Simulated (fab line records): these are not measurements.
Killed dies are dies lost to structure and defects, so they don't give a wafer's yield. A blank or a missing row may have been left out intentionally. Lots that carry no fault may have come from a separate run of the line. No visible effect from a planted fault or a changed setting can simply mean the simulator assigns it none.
Comparing a struck lot with a sound one -- flow sky130 -- 43 steps out of a route of 708
Sound: these wafers, L639.1, L639.3, L639.5. Wafers struck: L642.1, L642.2, L642.6. Last of all comes the cause.
Order at every step that has rows: each side's tool, ch and its chambers, its first start. Under that, the readings that differ: sound wafers -- struck wafers -- difference of the means -- sigmas: that difference in standard deviations of wafers without a fault.
alike: a reading whose means differ by less than 2 such deviations, as well as words and numbers matching on both sides. not compared: withheld readings; readings where some wafer has no value; bounds like >300 that might hide an equal value; numbers whose values overlap and for which the record gives no deviation.
Wherever a step has rows on one side only, a row that says differs or no value, or a row with sigmas, the two part there. When numbers do not overlap yet have no deviation, they are printed without sigmas and do not part them. A reading that every wafer of one side lacks parts them only if that side has two wafers or more.

first, 1 step without rows for these wafers: SKY_FIELD_ISO_DEVELOP_12 (develop time 60 s).
SKY_FIELD_ISO_CD_MEAS_13 targets a cd of 150 nm.
  struck on cd-sem-01, day 4 21:01; sound on cd-sem-02, day 4 06:43
  alike: cd-nm
SKY_FIELD_ISO_ETCH_14: etches BARC in N2/H2, stops on SiO2, time 45.9 s, target depth 60 nm.
  sound on rie-diel-01 ch 0,1,3, day 4 06:50; struck on rie-diel-02 ch 0,2,3, day 4 21:08
  alike: drypump-motor-current-A, n2-flow-sccm, oes-product-au, throttle-valve-pct
  not compared: rf-hours-counter-h
SKY_FIELD_ISO_ETCH_15: etches the open film in CHF3/O2, stops on Si, target depth 180 nm, time 72 s.
  sound on rie-diel-01 ch 0,1,3, day 4 06:52; struck on rie-diel-02 ch 0,2,3, day 4 21:10
  alike: drypump-motor-current-A, oes-product-au, throttle-valve-pct
  not compared: rf-hours-counter-h
SKY_FIELD_ISO_STRIP_16: strips in O2/N2.
  sound on plasma-asher-04 ch 0,1, day 4 06:56; struck on plasma-asher-04 ch 0,1, day 4 21:14
  alike: drypump-motor-current-A, n2-flow-sccm, oes-product-au, strip-time-to-endpoint-s
  not compared: rf-hours-counter-h
SKY_FIELD_ISO_ETCH_17: etches Si in HBr/Cl2/O2, target depth 342 nm, time 97.7 s.
  sound on rie-si-02 ch 1,2,3, day 4 07:02; struck on rie-si-01 ch 0,1,2, day 4 21:20
reading,sound,struck,difference,sigmas
throttle-valve-pct (%),25.669 25.682 25.654,25.640 25.645 25.647,-0.024,-2
  alike: drypump-motor-current-A, oes-product-au
  not compared: rf-hours-counter-h
then, 5 steps without rows for these wafers: SKY_FIELD_ISO_WET_ETCH_18 (etches Si3N4 in H3PO4, target depth 25 nm, time 286 s); SKY_FIELD_ISO_CLEAN_19 (cleans in SC1/SC2, time 150 s); SKY_FIELD_ISO_CLEAN_20 (cleans in dHF, time 20 s); SKY_FIELD_ISO_WET_ETCH_21 (etches SiO2 in dHF, target depth 20 nm, time 400 s); SKY_FIELD_ISO_OXIDATION_22 (stabilise 600 s, purge 300 s, target thk 10 nm).
SKY_FIELD_ISO_THK_MEAS_23:
  struck on film-metro-03, day 4 23:12; sound on film-metro-03, day 4 11:58
  alike: FIELD_ISO_OXIDATION_01_THK
SKY_FIELD_ISO_CVD_24: deposits SiO2, target thk 595 nm, time 99.2 s.
  sound on hdpcvd-01 ch 0,1, day 4 12:01; struck on hdpcvd-02 ch 0,1,2, day 4 23:16
SKY_FIELD_ISO_THK_MEAS_25:
  struck on film-metro-02, day 4 23:20; sound on film-metro-04, day 4 12:05
reading,sound,struck,difference,sigmas
FIELD_ISO_CVD_24_THK (nm),594 591 588,609 601 605,+14,+2
then, 7 steps without rows for these wafers: SKY_FIELD_ISO_ANNEAL_26 (time 1800 s); SKY_FIELD_ISO_CMP_27 (polishes, stops on Si3N4, t overpolish 16 s, target thk 457.8 nm); SKY_FIELD_ISO_WET_ETCH_28 (etches SiO2 in dHF, target depth 23.7 nm, time 47 s); SKY_FIELD_ISO_WET_ETCH_29 (etches Si3N4 in H3PO4, target depth 160 nm, time 1825 s); SKY_FIELD_ISO_WET_ETCH_30 (etches SiO2 in dHF, target depth 25 nm, time 50 s); SKY_NWELL_CLEAN_00 (cleans in SC1/SC2, time 150 s); SKY_NWELL_OXIDATION_01 (stabilise 600 s, purge 300 s, target thk 10 nm).
SKY_NWELL_THK_MEAS_02:
  struck on film-metro-02, day 5 04:45; sound on film-metro-04, day 4 19:10
  alike: NWELL_OXIDATION_THK
then, 9 steps without rows for these wafers: SKY_DNWELL_DEHYDRATE_00 (time 60 s); SKY_DNWELL_HMDS_01 (prime time 60 s); SKY_DNWELL_COAT_02 (resist thk 3000 nm); SKY_DNWELL_SOFTBAKE_03; SKY_DNWELL_EXPOSE_04 (exposes mask DNM, target cd 3000 nm); SKY_DNWELL_PEB_05; SKY_DNWELL_DEVELOP_06 (develop time 60 s); SKY_DNWELL_IMPLANT_07; SKY_DNWELL_STRIP_08 (strips in O2/N2).
SKY_DNWELL_TW_MEAS_09:
  struck on film-metro-02, day 5 23:01; sound on film-metro-02, day 5 13:07
  alike: DNWELL_TW
then, 7 steps without rows for these wafers: SKY_PWDE_DEHYDRATE_00 (time 60 s); SKY_PWDE_HMDS_01 (prime time 60 s); SKY_PWDE_COAT_02 (resist thk 3000 nm); SKY_PWDE_SOFTBAKE_03; SKY_PWDE_EXPOSE_04 (exposes mask PWDEM, target cd 840 nm); SKY_PWDE_PEB_05; SKY_PWDE_DEVELOP_06 (develop time 60 s).
SKY_PWDE_OVL_MEAS_07:
  struck on overlay-01, day 6 17:43; sound on overlay-01, day 6 07:22
reading,sound,struck,difference,sigmas
PWDE_OVL (nm),1.0 2.0 1.1,-2.3 -2.0 -1.5,-3.3,-3
after that, 1 step had no rows for these wafers: SKY_PWDE_IMPLANT_08.
SKY_PWDE_STRIP_09: strips in O2/N2.
  sound on plasma-asher-02 ch 0,1, day 6 07:32; struck on plasma-asher-01 ch 0,1, day 6 17:54
  alike: drypump-motor-current-A, n2-flow-sccm, oes-product-au, strip-time-to-endpoint-s
  not compared: rf-hours-counter-h
-- the record jumps here: 42 days lie between the struck wafers' starts before and after (it left off in module PWDE and takes up again in module PAD_OPEN, whose first step shown is number 708 of the route) --
SKY_PAD_OPEN_PROBE_99:
  only the struck wafers here have rows in the record (prober-02, day 49 00:17); the sound ones have none

## WHERE THEY PART
First at SKY_FIELD_ISO_ETCH_17; last, within this record, at SKY_PAD_OPEN_PROBE_99.

WHY: what had been put in by the simulator
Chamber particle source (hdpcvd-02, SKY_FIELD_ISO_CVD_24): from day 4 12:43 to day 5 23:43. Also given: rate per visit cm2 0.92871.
